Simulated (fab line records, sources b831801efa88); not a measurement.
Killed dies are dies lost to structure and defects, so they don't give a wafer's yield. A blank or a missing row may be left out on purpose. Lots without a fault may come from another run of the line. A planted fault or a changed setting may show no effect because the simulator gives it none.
Which tool did it? | flow sky130 | 14 lots, 42 wafers sampled, at 3 steps of a route of 708

WHAT THE GAUGES READ, wafer by wafer
SKY_NWELL_THK_MEAS_02. Usual: NWELL_OXIDATION_THK 10.18 nm, standard deviation 0.2.
lot  | measured    | on            | NWELL_OXIDATION_THK (nm) | flag
L553 | day 2 21:37 | film_metro-01 | 9.95 9.89 9.88           |
L554 | day 3 10:13 | film_metro-02 | 10.14 10.02 9.98         |
L555 | day 3 18:27 | film_metro-01 | 10.08 10.16 9.98         |
L561 | day 4 18:13 | film_metro-04 | 10.24 10.11 10.11        |
L559 | day 4 18:13 | film_metro-02 | 10.57 10.37 10.53        |
L560 | day 4 18:14 | film_metro-01 | 10.38 10.44 10.46        |
L562 | day 4 18:17 | film_metro-01 | 10.25 10.28 10.33        |
L565 | day 5 09:12 | film_metro-02 | 10.28 10.29 10.37        |
L571 | day 6 18:04 | film_metro-04 | 9.93 9.98 10.07          |
L572 | day 6 23:14 | film_metro-02 | 10.08 9.92 10.02         |
L573 | day 6 23:14 | film_metro-04 | 10.07 10.17 10.17        |
L574 | day 7 02:40 | film_metro-04 | 10.36 10.18 10.12        |
L575 | day 7 05:34 | film_metro-04 | 10.10 10.35 10.32        |
L576 | day 7 14:44 | film_metro-02 | 9.95 10.16 10.07         |

SKY_PWDE_OVL_MEAS_07. Usual: PWDE_OVL -0.6 nm, standard deviation 1.6.
lot  | measured    | on         | PWDE_OVL (nm)  | flag
L553 | day 4 03:47 | overlay-02 | -1.7 -1.1 -0.9 |
L554 | day 4 16:34 | overlay-02 | -1.9 -0.1 1.1  |
L555 | day 5 00:58 | overlay-01 | -1.0 -0.7 -1.5 |
L561 | day 6 04:58 | overlay-01 | -2.7 -2.5 -1.7 |
L559 | day 6 04:35 | overlay-02 | -1.7 -1.1 -1.1 |
L560 | day 6 05:19 | overlay-01 | -0.3 1.0 1.2   |
L562 | day 6 06:17 | overlay-02 | -2.6 -0.6 -1.3 |
L565 | day 6 20:55 | overlay-02 | -0.8 -2.8 -4.4 |
L571 | day 8 09:19 | overlay-01 | 1.5 1.7 2.6    |
L572 | day 8 15:04 | overlay-02 | -0.5 0.6 2.7   |
L573 | day 8 14:35 | overlay-01 | -0.3 -0.4 -1.3 |
L574 | day 8 18:38 | overlay-01 | -1.0 -1.6 -2.0 |
L575 | day 8 22:14 | overlay-02 | -1.8 -2.8 -0.9 |
L576 | day 9 08:53 | overlay-01 | -1.3 0.7 0.8   |

SKY_NWELL_OVL_MEAS_10. Usual: NWELL_00_OVL -0.4 nm, standard deviation 1.6.
lot  | measured     | on         | NWELL_00_OVL (nm) | flag
L553 | day 4 19:06  | overlay-01 | -3.8 -2.9 -2.4    |
L554 | day 5 09:07  | overlay-01 | -2.4 -3.5 -3.7    |
L555 | day 5 19:01  | overlay-02 | -0.1 0.0 0.3      |
L561 | day 6 23:35  | overlay-02 | -2.3 -0.2 -0.4    |
L559 | day 6 22:49  | overlay-01 | -2.5 -1.3 -2.4    |
L560 | day 7 00:01  | overlay-01 | -0.8 -1.8 -1.6    |
L562 | day 7 01:04  | overlay-01 | 2.0 2.3 0.3       |
L565 | day 7 15:26  | overlay-01 | 0.8 0.4 1.2       |
L571 | day 9 07:16  | overlay-02 | -2.1 -1.0 -1.0    |
L572 | day 9 12:08  | overlay-02 | 1.5 -0.9 0.5      |
L573 | day 9 11:47  | overlay-01 | 1.6 2.2 1.2       |
L574 | day 9 17:07  | overlay-02 | -1.7 -1.7 -3.6    |
L575 | day 9 20:10  | overlay-01 | -0.3 -1.4 -0.8    |
L576 | day 10 06:40 | overlay-01 | -0.2 -1.0 -2.1    |

WHICH TOOL RAN EACH LOT (tool, then ch and the chambers of the sampled wafers, then the start)
The record holds no process step before these readings.

WHAT THE TOOLS THEMSELVES READ (means of the sampled wafers that have a number; where no wafer has one, the mark that the record gives instead)
The record holds no such reading with a usual standard deviation.

THE ANSWER, worked out from the rows above alone
Rule: a lot is off if the mean of its wafers that have a number lies more than 3 standard deviations from the usual mean. A lot without any number at a reading at which 4 lots or more have one is off too. The other lots that the step has rows for count as sound. The gauges are gone through in route order, then the tools' own readings, and for those a lot's mean is taken as printed above. The first step at which some lot is off is used, and at that step the reading that is off furthest; a lot without a number counts as furthest.
No lot is off at any reading shown: from this, nothing can be told.

WHAT THE SIMULATOR HAD PUT IN
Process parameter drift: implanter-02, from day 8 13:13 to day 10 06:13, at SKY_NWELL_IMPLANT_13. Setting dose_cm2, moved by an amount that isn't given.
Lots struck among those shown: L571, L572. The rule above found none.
